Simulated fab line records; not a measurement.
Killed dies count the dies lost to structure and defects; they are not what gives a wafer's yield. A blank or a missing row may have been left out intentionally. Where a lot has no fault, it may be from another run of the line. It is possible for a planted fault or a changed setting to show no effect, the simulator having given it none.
fab line records / flow sky130
[record] lots = 13 wafers = 39 last-day = 50
route steps=708 shown DNWELL@41 VIA2@519 METAL3@569 VIA3@593
lots untouched by any fault: they come from a run of this same line in which no faults occurred
start-h: hours from the record's opening day to when the first of the lot's shown wafers began / wait-h: time in hours since the lot's previous step / " identical to the entry in the row above / L1.1+2: a single row standing in for several wafers / - value missing, or start not given / * or withheld: withheld / < > ~ a bound
route shown NAME@n: names a module that has steps shown in the file, with the first one's number in the route / usual: mean/standard deviation of fault-free wafers / same: alike in all rows / chamber/n: place in a boat / sites: each site's reading / _std_site: standard deviation of those values / _edge_site: the outer-site mean with the inner-site mean subtracted / radius-mm: for every site, how far away it sits from the centre of the wafer / mask NAME#n: copy n / behind: tool/chamber where the wafer was last shaped / hold: why the lot was held/for how many hours/how that ended / device: transistor that didn't switch, given as n, p or np / end of line: tests run on the same wafers once the route is complete / a step with no rows: only its recipe / killed: dies lost to structure and defects at the first sort, not the wafer's yield / map: per-die view of a wafer (x killed, . not killed, _ where there is no die)
set.NAME: the run value of the setting; set.NAME@STEP: its run value at that earlier step / model.NAME: the simulator's own value behind a step, which no gauge read
steps of the route over a sample of lots; a table a step, a row a wafer
services: the hour from which a tool's chamber was out of use, counted from the record's first day as start-h (under 0 if before that day), plus the number of hours and why
[[steps]]
[step SKY_DNWELL_DEVELOP_06]
[recipe] wall-angle-deg = 90 developer = TMAH develop-time-s = 60 dev-temp-c = 23
[usual] developer-temp-C = 23.01/0.092
lot.wafer=L501.1 tool=litho-track-01 chamber=0 start-h=50 wait-h=- developer-temp-C=22.98
lot.wafer=L501.5 tool=litho-track-01 chamber=0 start-h=50 wait-h=- developer-temp-C=23.02
lot.wafer=L501.6 tool=litho-track-01 chamber=0 start-h=50 wait-h=- developer-temp-C=22.96
lot.wafer=L502.3 tool=litho-track-03 chamber=0 start-h=58 wait-h=- developer-temp-C=23.05
lot.wafer=L502.5 tool=litho-track-03 chamber=0 start-h=58 wait-h=- developer-temp-C=23.03
lot.wafer=L502.6 tool=litho-track-03 chamber=0 start-h=58 wait-h=- developer-temp-C=22.96
lot.wafer=L503.1 tool=litho-track-03 chamber=0 start-h=65 wait-h=- developer-temp-C=22.98
lot.wafer=L503.2 tool=litho-track-03 chamber=0 start-h=65 wait-h=- developer-temp-C=23.00
lot.wafer=L503.4 tool=litho-track-03 chamber=0 start-h=65 wait-h=- developer-temp-C=22.88
lot.wafer=L506.2 tool=litho-track-03 chamber=0 start-h=81 wait-h=- developer-temp-C=23.07
lot.wafer=L506.3 tool=litho-track-03 chamber=0 start-h=81 wait-h=- developer-temp-C=23.07
lot.wafer=L506.5 tool=litho-track-03 chamber=0 start-h=81 wait-h=- developer-temp-C=22.97
lot.wafer=L507.1 tool=litho-track-01 chamber=0 start-h=85 wait-h=- developer-temp-C=23.86
lot.wafer=L507.2 tool=litho-track-01 chamber=0 start-h=85 wait-h=- developer-temp-C=23.99
lot.wafer=L507.6 tool=litho-track-01 chamber=0 start-h=85 wait-h=- developer-temp-C=24.01
lot.wafer=L511.2 tool=litho-track-01 chamber=0 start-h=105 wait-h=- developer-temp-C=23.91
lot.wafer=L511.4 tool=litho-track-01 chamber=0 start-h=105 wait-h=- developer-temp-C=23.95
lot.wafer=L511.5 tool=litho-track-01 chamber=0 start-h=105 wait-h=- developer-temp-C=23.92
lot.wafer=L516.3 tool=litho-track-02 chamber=0 start-h=138 wait-h=- developer-temp-C=23.17
lot.wafer=L516.4 tool=litho-track-02 chamber=0 start-h=138 wait-h=- developer-temp-C=23.16
lot.wafer=L516.6 tool=litho-track-02 chamber=0 start-h=138 wait-h=- developer-temp-C=23.20
lot.wafer=L517.3 tool=litho-track-02 chamber=0 start-h=141 wait-h=- developer-temp-C=22.78
lot.wafer=L517.5 tool=litho-track-02 chamber=0 start-h=141 wait-h=- developer-temp-C=23.03
lot.wafer=L517.6 tool=litho-track-02 chamber=0 start-h=141 wait-h=- developer-temp-C=23.05
lot.wafer=L519.1 tool=litho-track-03 chamber=0 start-h=148 wait-h=- developer-temp-C=23.03
lot.wafer=L519.2 tool=litho-track-03 chamber=0 start-h=148 wait-h=- developer-temp-C=23.13
lot.wafer=L519.4 tool=litho-track-03 chamber=0 start-h=148 wait-h=- developer-temp-C=22.93
lot.wafer=L520.2 tool=litho-track-01 chamber=0 start-h=160 wait-h=- developer-temp-C=23.05
lot.wafer=L520.4 tool=litho-track-01 chamber=0 start-h=160 wait-h=- developer-temp-C=23.17
lot.wafer=L520.6 tool=litho-track-01 chamber=0 start-h=160 wait-h=- developer-temp-C=23.15
lot.wafer=L521.4 tool=litho-track-03 chamber=0 start-h=166 wait-h=- developer-temp-C=23.05
lot.wafer=L521.5 tool=litho-track-03 chamber=0 start-h=166 wait-h=- developer-temp-C=23.01
lot.wafer=L521.6 tool=litho-track-03 chamber=0 start-h=166 wait-h=- developer-temp-C=23.02
lot.wafer=L522.3 tool=litho-track-02 chamber=0 start-h=167 wait-h=- developer-temp-C=22.96
lot.wafer=L522.5 tool=litho-track-02 chamber=0 start-h=167 wait-h=- developer-temp-C=22.90
lot.wafer=L522.6 tool=litho-track-02 chamber=0 start-h=167 wait-h=- developer-temp-C=23.06
lot.wafer=L523.3 tool=litho-track-02 chamber=0 start-h=173 wait-h=- developer-temp-C=23.12
lot.wafer=L523.4 tool=litho-track-02 chamber=0 start-h=173 wait-h=- developer-temp-C=23.08
lot.wafer=L523.5 tool=litho-track-02 chamber=0 start-h=173 wait-h=- developer-temp-C=23.04
[step SKY_VIA2_CD_MEAS_12]
[recipe] target-cd-nm = 200
[usual] cd-nm = 200.1/1.4
lot.wafer=L501.1 tool=cd-sem-02 chamber=- start-h=842.28 wait-h=- cd-nm=197.8
lot.wafer=L501.5 tool=cd-sem-02 chamber=- start-h=842.28 wait-h=- cd-nm=198.5
lot.wafer=L501.6 tool=cd-sem-02 chamber=- start-h=842.28 wait-h=- cd-nm=197.4
lot.wafer=L502.3 tool=cd-sem-01 chamber=- start-h=851.29 wait-h=- cd-nm=200.4
lot.wafer=L502.5 tool=cd-sem-01 chamber=- start-h=851.29 wait-h=- cd-nm=200.2
lot.wafer=L502.6 tool=cd-sem-01 chamber=- start-h=851.29 wait-h=- cd-nm=199.3
lot.wafer=L503.1 tool=cd-sem-02 chamber=- start-h=858.66 wait-h=- cd-nm=199.5
lot.wafer=L503.2 tool=cd-sem-02 chamber=- start-h=858.66 wait-h=- cd-nm=199.9
lot.wafer=L503.4 tool=cd-sem-02 chamber=- start-h=858.66 wait-h=- cd-nm=199.9
lot.wafer=L506.2 tool=cd-sem-02 chamber=- start-h=879.97 wait-h=- cd-nm=201.1
lot.wafer=L506.3 tool=cd-sem-02 chamber=- start-h=879.97 wait-h=- cd-nm=200.0
lot.wafer=L506.5 tool=cd-sem-02 chamber=- start-h=879.97 wait-h=- cd-nm=200.5
lot.wafer=L507.1 tool=cd-sem-02 chamber=- start-h=891.25 wait-h=- cd-nm=200.6
lot.wafer=L507.2 tool=cd-sem-02 chamber=- start-h=891.25 wait-h=- cd-nm=199.2
lot.wafer=L507.6 tool=cd-sem-02 chamber=- start-h=891.25 wait-h=- cd-nm=200.1
lot.wafer=L511.2 tool=cd-sem-02 chamber=- start-h=928.22 wait-h=- cd-nm=200.7
lot.wafer=L511.4 tool=cd-sem-02 chamber=- start-h=928.22 wait-h=- cd-nm=200.3
lot.wafer=L511.5 tool=cd-sem-02 chamber=- start-h=928.22 wait-h=- cd-nm=199.5
lot.wafer=L516.3 tool=cd-sem-02 chamber=- start-h=960.07 wait-h=- cd-nm=200.1
lot.wafer=L516.4 tool=cd-sem-02 chamber=- start-h=960.07 wait-h=- cd-nm=199.9
lot.wafer=L516.6 tool=cd-sem-02 chamber=- start-h=960.07 wait-h=- cd-nm=200.3
lot.wafer=L517.3 tool=cd-sem-02 chamber=- start-h=963.95 wait-h=- cd-nm=198.4
lot.wafer=L517.5 tool=cd-sem-02 chamber=- start-h=963.95 wait-h=- cd-nm=198.7
lot.wafer=L517.6 tool=cd-sem-02 chamber=- start-h=963.95 wait-h=- cd-nm=200.3
lot.wafer=L519.1 tool=cd-sem-01 chamber=- start-h=976.85 wait-h=- cd-nm=198.0
lot.wafer=L519.2 tool=cd-sem-01 chamber=- start-h=976.85 wait-h=- cd-nm=199.0
lot.wafer=L519.4 tool=cd-sem-01 chamber=- start-h=976.85 wait-h=- cd-nm=198.1
lot.wafer=L520.2 tool=cd-sem-02 chamber=- start-h=988.47 wait-h=- cd-nm=201.9
lot.wafer=L520.4 tool=cd-sem-02 chamber=- start-h=988.47 wait-h=- cd-nm=201.0
lot.wafer=L520.6 tool=cd-sem-02 chamber=- start-h=988.47 wait-h=- cd-nm=200.9
lot.wafer=L521.4 tool=cd-sem-01 chamber=- start-h=993.84 wait-h=- cd-nm=199.8
lot.wafer=L521.5 tool=cd-sem-01 chamber=- start-h=993.84 wait-h=- cd-nm=199.9
lot.wafer=L521.6 tool=cd-sem-01 chamber=- start-h=993.84 wait-h=- cd-nm=199.2
lot.wafer=L522.3 tool=cd-sem-01 chamber=- start-h=995.85 wait-h=- cd-nm=200.0
lot.wafer=L522.5 tool=cd-sem-01 chamber=- start-h=995.85 wait-h=- cd-nm=200.0
lot.wafer=L522.6 tool=cd-sem-01 chamber=- start-h=995.85 wait-h=- cd-nm=199.3
lot.wafer=L523.3 tool=cd-sem-01 chamber=- start-h=1001.65 wait-h=- cd-nm=200.2
lot.wafer=L523.4 tool=cd-sem-01 chamber=- start-h=1001.65 wait-h=- cd-nm=197.7
lot.wafer=L523.5 tool=cd-sem-01 chamber=- start-h=1001.65 wait-h=- cd-nm=199.2
[step SKY_METAL3_STRIP_19]
[recipe] chemistry = O2/N2 power-w = 1400 pressure-mtorr = 1500 platen-temp-c = withheld o2-flow-sccm = 3000 n2-flow-sccm = 300 overash-fraction = 0.5
[usual] drypump-motor-current-A = 5.6/0.46 oes-product-au = 0.501/0.0055 strip-time-to-endpoint-s = 6.48/0.06
lot.wafer=L501.1 tool=plasma-asher-03 chamber=1 start-h=896.94 wait-h=0.1 drypump-motor-current-A=4.9 oes-product-au=0.496 rf-hours-counter-h=46 strip-time-to-endpoint-s=6.35
lot.wafer=L501.5 tool=plasma-asher-03 chamber=1 start-h=896.94 wait-h=0.1 drypump-motor-current-A=4.9 oes-product-au=0.501 rf-hours-counter-h=- strip-time-to-endpoint-s=6.45
lot.wafer=L501.6 tool=plasma-asher-03 chamber=0 start-h=896.94 wait-h=0.1 drypump-motor-current-A=6.2 oes-product-au=0.494 rf-hours-counter-h=- strip-time-to-endpoint-s=6.36
lot.wafer=L502.3 tool=plasma-asher-04 chamber=0 start-h=905.74 wait-h=0.1 drypump-motor-current-A=5.5 oes-product-au=0.511 rf-hours-counter-h=- strip-time-to-endpoint-s=6.57
lot.wafer=L502.5 tool=plasma-asher-04 chamber=1 start-h=905.74 wait-h=0.1 drypump-motor-current-A=5.8 oes-product-au=0.508 rf-hours-counter-h=- strip-time-to-endpoint-s=6.63
lot.wafer=L502.6 tool=plasma-asher-04 chamber=0 start-h=905.74 wait-h=0.1 drypump-motor-current-A=5.6 oes-product-au=0.502 rf-hours-counter-h=- strip-time-to-endpoint-s=6.57
lot.wafer=L503.1 tool=plasma-asher-01 chamber=1 start-h=912.12 wait-h=0.1 drypump-motor-current-A=5.8 oes-product-au=0.505 rf-hours-counter-h=106 strip-time-to-endpoint-s=6.42
lot.wafer=L503.2 tool=plasma-asher-01 chamber=0 start-h=912.12 wait-h=0.1 drypump-motor-current-A=5.2 oes-product-au=0.492 rf-hours-counter-h=106 strip-time-to-endpoint-s=6.52
lot.wafer=L503.4 tool=plasma-asher-01 chamber=0 start-h=912.12 wait-h=0.1 drypump-motor-current-A=5.2 oes-product-au=0.500 rf-hours-counter-h=- strip-time-to-endpoint-s=6.53
lot.wafer=L506.2 tool=plasma-asher-03 chamber=1 start-h=934.02 wait-h=0.1 drypump-motor-current-A=4.9 oes-product-au=0.489 rf-hours-counter-h=49 strip-time-to-endpoint-s=6.41
lot.wafer=L506.3 tool=plasma-asher-03 chamber=0 start-h=934.02 wait-h=0.1 drypump-motor-current-A=6.3 oes-product-au=0.498 rf-hours-counter-h=- strip-time-to-endpoint-s=6.45
lot.wafer=L506.5 tool=plasma-asher-03 chamber=0 start-h=934.02 wait-h=0.1 drypump-motor-current-A=6.3 oes-product-au=0.493 rf-hours-counter-h=- strip-time-to-endpoint-s=6.44
lot.wafer=L507.1 tool=plasma-asher-04 chamber=0 start-h=944.62 wait-h=0.1 drypump-motor-current-A=5.6 oes-product-au=0.498 rf-hours-counter-h=79 strip-time-to-endpoint-s=6.48
lot.wafer=L507.2 tool=plasma-asher-04 chamber=1 start-h=944.62 wait-h=0.1 drypump-motor-current-A=5.8 oes-product-au=0.505 rf-hours-counter-h=79 strip-time-to-endpoint-s=6.44
lot.wafer=L507.6 tool=plasma-asher-04 chamber=1 start-h=944.62 wait-h=0.1 drypump-motor-current-A=5.8 oes-product-au=0.500 rf-hours-counter-h=- strip-time-to-endpoint-s=6.43
lot.wafer=L511.2 tool=plasma-asher-03 chamber=0 start-h=979.16 wait-h=0.1 drypump-motor-current-A=6.2 oes-product-au=0.499 rf-hours-counter-h=54 strip-time-to-endpoint-s=6.43
lot.wafer=L511.4 tool=plasma-asher-03 chamber=0 start-h=979.16 wait-h=0.1 drypump-motor-current-A=6.2 oes-product-au=0.502 rf-hours-counter-h=- strip-time-to-endpoint-s=6.41
lot.wafer=L511.5 tool=plasma-asher-03 chamber=1 start-h=979.16 wait-h=0.1 drypump-motor-current-A=4.9 oes-product-au=0.493 rf-hours-counter-h=- strip-time-to-endpoint-s=6.45
lot.wafer=L516.3 tool=plasma-asher-03 chamber=0 start-h=1011.01 wait-h=0.1 drypump-motor-current-A=6.3 oes-product-au=0.499 rf-hours-counter-h=- strip-time-to-endpoint-s=6.57
lot.wafer=L516.4 tool=plasma-asher-03 chamber=1 start-h=1011.01 wait-h=0.1 drypump-motor-current-A=4.9 oes-product-au=0.498 rf-hours-counter-h=- strip-time-to-endpoint-s=6.46
lot.wafer=L516.6 tool=plasma-asher-03 chamber=1 start-h=1011.01 wait-h=0.1 drypump-motor-current-A=4.9 oes-product-au=0.496 rf-hours-counter-h=- strip-time-to-endpoint-s=6.51
lot.wafer=L517.3 tool=plasma-asher-03 chamber=0 start-h=1012.42 wait-h=0.1 drypump-motor-current-A=6.3 oes-product-au=0.508 rf-hours-counter-h=- strip-time-to-endpoint-s=6.52
lot.wafer=L517.5 tool=plasma-asher-03 chamber=1 start-h=1012.42 wait-h=0.1 drypump-motor-current-A=4.9 oes-product-au=0.489 rf-hours-counter-h=- strip-time-to-endpoint-s=6.48
lot.wafer=L517.6 tool=plasma-asher-03 chamber=0 start-h=1012.42 wait-h=0.1 drypump-motor-current-A=6.3 oes-product-au=0.498 rf-hours-counter-h=- strip-time-to-endpoint-s=6.47
lot.wafer=L519.1 tool=plasma-asher-03 chamber=1 start-h=1025.74 wait-h=0.1 drypump-motor-current-A=4.9 oes-product-au=0.500 rf-hours-counter-h=58 strip-time-to-endpoint-s=6.44
lot.wafer=L519.2 tool=plasma-asher-03 chamber=0 start-h=1025.74 wait-h=0.1 drypump-motor-current-A=6.3 oes-product-au=0.500 rf-hours-counter-h=58 strip-time-to-endpoint-s=6.44
lot.wafer=L519.4 tool=plasma-asher-03 chamber=0 start-h=1025.74 wait-h=0.1 drypump-motor-current-A=6.3 oes-product-au=0.500 rf-hours-counter-h=- strip-time-to-endpoint-s=6.45
lot.wafer=L520.2 tool=plasma-asher-04 chamber=1 start-h=1036.64 wait-h=0.1 drypump-motor-current-A=5.8 oes-product-au=0.508 rf-hours-counter-h=89 strip-time-to-endpoint-s=6.59
lot.wafer=L520.4 tool=plasma-asher-04 chamber=0 start-h=1036.64 wait-h=0.1 drypump-motor-current-A=5.6 oes-product-au=0.508 rf-hours-counter-h=- strip-time-to-endpoint-s=6.44
lot.wafer=L520.6 tool=plasma-asher-04 chamber=1 start-h=1036.64 wait-h=0.1 drypump-motor-current-A=5.9 oes-product-au=0.496 rf-hours-counter-h=- strip-time-to-endpoint-s=6.41
lot.wafer=L521.4 tool=plasma-asher-01 chamber=0 start-h=1042.45 wait-h=0.1 drypump-motor-current-A=5.2 oes-product-au=0.510 rf-hours-counter-h=- strip-time-to-endpoint-s=6.59
lot.wafer=L521.5 tool=plasma-asher-01 chamber=0 start-h=1042.45 wait-h=0.1 drypump-motor-current-A=5.2 oes-product-au=0.500 rf-hours-counter-h=- strip-time-to-endpoint-s=6.50
lot.wafer=L521.6 tool=plasma-asher-01 chamber=1 start-h=1042.45 wait-h=0.1 drypump-motor-current-A=5.8 oes-product-au=0.508 rf-hours-counter-h=- strip-time-to-endpoint-s=6.61
lot.wafer=L522.3 tool=plasma-asher-01 chamber=1 start-h=1043.15 wait-h=0.1 drypump-motor-current-A=5.8 oes-product-au=0.498 rf-hours-counter-h=- strip-time-to-endpoint-s=6.46
lot.wafer=L522.5 tool=plasma-asher-01 chamber=1 start-h=1043.15 wait-h=0.1 drypump-motor-current-A=5.8 oes-product-au=0.500 rf-hours-counter-h=- strip-time-to-endpoint-s=6.44
lot.wafer=L522.6 tool=plasma-asher-01 chamber=0 start-h=1043.15 wait-h=0.1 drypump-motor-current-A=5.2 oes-product-au=0.505 rf-hours-counter-h=- strip-time-to-endpoint-s=6.54
lot.wafer=L523.3 tool=plasma-asher-04 chamber=1 start-h=1049.07 wait-h=0.1 drypump-motor-current-A=5.8 oes-product-au=0.498 rf-hours-counter-h=- strip-time-to-endpoint-s=6.49
lot.wafer=L523.4 tool=plasma-asher-04 chamber=0 start-h=1049.07 wait-h=0.1 drypump-motor-current-A=5.6 oes-product-au=0.505 rf-hours-counter-h=- strip-time-to-endpoint-s=6.53
lot.wafer=L523.5 tool=plasma-asher-04 chamber=1 start-h=1049.07 wait-h=0.1 drypump-motor-current-A=5.8 oes-product-au=0.499 rf-hours-counter-h=- strip-time-to-endpoint-s=6.50
[step SKY_VIA3_SPUTTER_20]
[recipe] material = TiN target-thk-nm = 20 chamber-pressure-pa = 5 power-w = 4000 time-s = 80
[usual] throttle-valve-pct = 30.1/1.2
lot.wafer=L501.1 tool=pvd-sputter-01 chamber=- start-h=923.77 wait-h=0.0 throttle-valve-pct=30.4
lot.wafer=L501.5 tool=pvd-sputter-01 chamber=- start-h=923.77 wait-h=0.0 throttle-valve-pct=31.7
lot.wafer=L501.6 tool=pvd-sputter-01 chamber=- start-h=923.77 wait-h=0.0 throttle-valve-pct=30.4
lot.wafer=L502.3 tool=pvd-sputter-01 chamber=- start-h=933.33 wait-h=0.0 throttle-valve-pct=28.8
lot.wafer=L502.5 tool=pvd-sputter-01 chamber=- start-h=933.33 wait-h=0.0 throttle-valve-pct=28.9
lot.wafer=L502.6 tool=pvd-sputter-01 chamber=- start-h=933.33 wait-h=0.0 throttle-valve-pct=31.9
lot.wafer=L503.1 tool=pvd-sputter-04 chamber=- start-h=938.79 wait-h=0.0 throttle-valve-pct=28.7
lot.wafer=L503.2 tool=pvd-sputter-04 chamber=- start-h=938.79 wait-h=0.0 throttle-valve-pct=31.7
lot.wafer=L503.4 tool=pvd-sputter-04 chamber=- start-h=938.79 wait-h=0.0 throttle-valve-pct=30.7
lot.wafer=L506.2 tool=pvd-sputter-04 chamber=- start-h=960.09 wait-h=0.0 throttle-valve-pct=29.0
lot.wafer=L506.3 tool=pvd-sputter-04 chamber=- start-h=960.09 wait-h=0.0 throttle-valve-pct=28.4
lot.wafer=L506.5 tool=pvd-sputter-04 chamber=- start-h=960.09 wait-h=0.0 throttle-valve-pct=30.6
lot.wafer=L507.1 tool=pvd-sputter-04 chamber=- start-h=971.98 wait-h=0.0 throttle-valve-pct=28.9
lot.wafer=L507.2 tool=pvd-sputter-04 chamber=- start-h=971.98 wait-h=0.0 throttle-valve-pct=28.6
lot.wafer=L507.6 tool=pvd-sputter-04 chamber=- start-h=971.98 wait-h=0.0 throttle-valve-pct=28.4
lot.wafer=L511.2 tool=pvd-sputter-04 chamber=- start-h=1004.31 wait-h=0.0 throttle-valve-pct=30.8
lot.wafer=L511.4 tool=pvd-sputter-04 chamber=- start-h=1004.31 wait-h=0.0 throttle-valve-pct=28.2
lot.wafer=L511.5 tool=pvd-sputter-04 chamber=- start-h=1004.31 wait-h=0.0 throttle-valve-pct=31.8
lot.wafer=L516.3 tool=pvd-sputter-02 chamber=- start-h=1035.36 wait-h=0.0 throttle-valve-pct=31.2
lot.wafer=L516.4 tool=pvd-sputter-02 chamber=- start-h=1035.36 wait-h=0.0 throttle-valve-pct=29.6
lot.wafer=L516.6 tool=pvd-sputter-02 chamber=- start-h=1035.36 wait-h=0.0 throttle-valve-pct=31.4
lot.wafer=L517.3 tool=pvd-sputter-01 chamber=- start-h=1036.43 wait-h=0.0 throttle-valve-pct=31.8
lot.wafer=L517.5 tool=pvd-sputter-01 chamber=- start-h=1036.43 wait-h=0.0 throttle-valve-pct=31.8
lot.wafer=L517.6 tool=pvd-sputter-01 chamber=- start-h=1036.43 wait-h=0.0 throttle-valve-pct=30.1
lot.wafer=L519.1 tool=pvd-sputter-02 chamber=- start-h=1049.96 wait-h=0.0 throttle-valve-pct=29.4
lot.wafer=L519.2 tool=pvd-sputter-02 chamber=- start-h=1049.96 wait-h=0.0 throttle-valve-pct=31.3
lot.wafer=L519.4 tool=pvd-sputter-02 chamber=- start-h=1049.96 wait-h=0.0 throttle-valve-pct=30.1
lot.wafer=L520.2 tool=pvd-sputter-04 chamber=- start-h=1060.51 wait-h=0.0 throttle-valve-pct=28.4
lot.wafer=L520.4 tool=pvd-sputter-04 chamber=- start-h=1060.51 wait-h=0.0 throttle-valve-pct=31.8
lot.wafer=L520.6 tool=pvd-sputter-04 chamber=- start-h=1060.51 wait-h=0.0 throttle-valve-pct=28.1
lot.wafer=L521.4 tool=pvd-sputter-02 chamber=- start-h=1066.01 wait-h=0.0 throttle-valve-pct=31.6
lot.wafer=L521.5 tool=pvd-sputter-02 chamber=- start-h=1066.01 wait-h=0.0 throttle-valve-pct=30.4
lot.wafer=L521.6 tool=pvd-sputter-02 chamber=- start-h=1066.01 wait-h=0.0 throttle-valve-pct=29.7
lot.wafer=L522.3 tool=pvd-sputter-02 chamber=- start-h=1067.38 wait-h=0.0 throttle-valve-pct=29.7
lot.wafer=L522.5 tool=pvd-sputter-02 chamber=- start-h=1067.38 wait-h=0.0 throttle-valve-pct=29.8
lot.wafer=L522.6 tool=pvd-sputter-02 chamber=- start-h=1067.38 wait-h=0.0 throttle-valve-pct=29.4
lot.wafer=L523.3 tool=pvd-sputter-02 chamber=- start-h=1072.68 wait-h=0.0 throttle-valve-pct=29.3
lot.wafer=L523.4 tool=pvd-sputter-02 chamber=- start-h=1072.68 wait-h=0.0 throttle-valve-pct=30.0
lot.wafer=L523.5 tool=pvd-sputter-02 chamber=- start-h=1072.68 wait-h=0.0 throttle-valve-pct=30.1
[[services]]
tool=pvd-sputter-02 chamber=- start-h=37.50 hours=3.4 kind=repair
tool=plasma-asher-04 chamber=- start-h=108.75 hours=9.0 kind=pm
tool=plasma-asher-04 chamber=- start-h=141.71 hours=4.5 kind=repair
tool=plasma-asher-03 chamber=- start-h=170.99 hours=1.3 kind=repair
tool=plasma-asher-04 chamber=- start-h=195.30 hours=4.3 kind=repair
tool=pvd-sputter-02 chamber=- start-h=215.67 hours=5.7 kind=repair
tool=pvd-sputter-02 chamber=- start-h=215.90 hours=4.9 kind=repair
tool=plasma-asher-04 chamber=- start-h=309.93 hours=2.8 kind=pm
tool=pvd-sputter-02 chamber=- start-h=403.26 hours=2.0 kind=repair
tool=plasma-asher-03 chamber=- start-h=421.28 hours=9.0 kind=pm
tool=plasma-asher-03 chamber=- start-h=489.02 hours=14.6 kind=pm
tool=plasma-asher-04 chamber=- start-h=509.19 hours=14.6 kind=pm
tool=plasma-asher-04 chamber=- start-h=555.10 hours=6.4 kind=repair
tool=plasma-asher-04 chamber=- start-h=555.39 hours=1.1 kind=repair
tool=pvd-sputter-04 chamber=- start-h=632.24 hours=4.5 kind=repair
tool=plasma-asher-04 chamber=- start-h=643.86 hours=1.8 kind=repair
tool=pvd-sputter-04 chamber=- start-h=647.13 hours=1.9 kind=repair
tool=pvd-sputter-04 chamber=- start-h=744.67 hours=6.1 kind=repair
tool=plasma-asher-03 chamber=- start-h=747.25 hours=0.9 kind=repair
tool=pvd-sputter-02 chamber=- start-h=817.22 hours=33.4 kind=repair
tool=pvd-sputter-02 chamber=- start-h=937.91 hours=2.7 kind=repair
tool=pvd-sputter-02 chamber=- start-h=957.43 hours=6.0 kind=repair
tool=plasma-asher-03 chamber=- start-h=967.94 hours=1.1 kind=repair
tool=plasma-asher-03 chamber=- start-h=1041.38 hours=2.8 kind=pm
[[key]]
[first-sign] step = SKY_DNWELL_DEVELOP_06 reading = developer-temp-C direction = up sigmas = 10 usual = * struck = *
effect none on later readings
met-at SKY_DNWELL_DEVELOP_06
struck-lots L507,L511
tester-left-out L507,L511
not-acting-at SKY_VIA2_CD_MEAS_12,SKY_METAL3_STRIP_19,SKY_VIA3_SPUTTER_20
onset-between 50 85
[fault] kind = process-parameter-drift tool = litho-track-01 chamber = - onset-h = 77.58 steps = SKY_DNWELL_DEVELOP_06 channel = dev-temp-c offset = * shape = step end-h = 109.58 acts-in = * stated = *
// tester-left-out: of these lots the tester's yield and bins aren't shown, on N5 and GAA mostly nor the transistor test; their killed dies are dies lost to structure and defects alone, not to doping, threshold or leakage, so they don't give the yield
